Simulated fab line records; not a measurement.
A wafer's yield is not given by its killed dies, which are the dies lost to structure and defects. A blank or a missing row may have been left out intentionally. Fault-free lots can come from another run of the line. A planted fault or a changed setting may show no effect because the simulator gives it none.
A single fault, viewed from 2 desks + flow sky130 + each desk has only its own numbers; what lay behind them comes last

## THE METROLOGY DESK
What the gauges read for every lot (on any tool): the sampled wafers with a number, averaged. The brackets show how far a lot's mean lies from the usual mean; more than 4 standard deviations puts the lot out of limits, marked OUT.
Columns: A = VIA2_OVL at SKY_VIA2_OVL_MEAS_13, usual 3 nm
| lot  | first seen here | A  |
|------|-----------------|----|
| L565 | day 36 23:02    | 5  |
| L566 | day 37 10:50    | 1  |
| L569 | day 38 01:56    | 5  |
| L571 | day 38 18:09    | 3  |
| L572 | day 39 00:14    | -3 |
| L574 | day 39 03:52    | -1 |
| L575 | day 40 09:07    | 5  |
| L577 | day 40 09:28    | 2  |
| L576 | day 40 10:14    | 7  |
| L578 | day 40 16:04    | 9  |
| L583 | day 41 15:52    | -4 |
| L588 | day 43 00:58    | 0  |
This desk found nothing out of limits on any of the 12 lots.

## DESK OF THE TOOL OWNER: cmp-02
The tool's own readings at SKY_VIA3_CMP_02 (polishes SiO2): means of the sampled wafers that have a number, for each lot that ran on this tool. The brackets show how far a lot's mean lies from the usual mean; more than 4 standard deviations puts the lot out of limits, marked OUT.
Columns: A = motor current A at SKY_VIA3_CMP_02, usual 11.8 A
| lot  | first seen here | A    |
|------|-----------------|------|
| L572 | day 41 05:23    | 12.4 |
| L577 | day 42 12:37    | 11.1 |
| L576 | day 42 13:15    | 12.2 |
| L583 | day 43 18:28    | 11.5 |
This desk found nothing out of limits on any of the 4 lots.

## BROUGHT TOGETHER
The metrology desk saw nothing out of limits.
Nothing out of limits was seen by the tool owner's desk.

## WHAT THE SIMULATOR HAD PUT IN
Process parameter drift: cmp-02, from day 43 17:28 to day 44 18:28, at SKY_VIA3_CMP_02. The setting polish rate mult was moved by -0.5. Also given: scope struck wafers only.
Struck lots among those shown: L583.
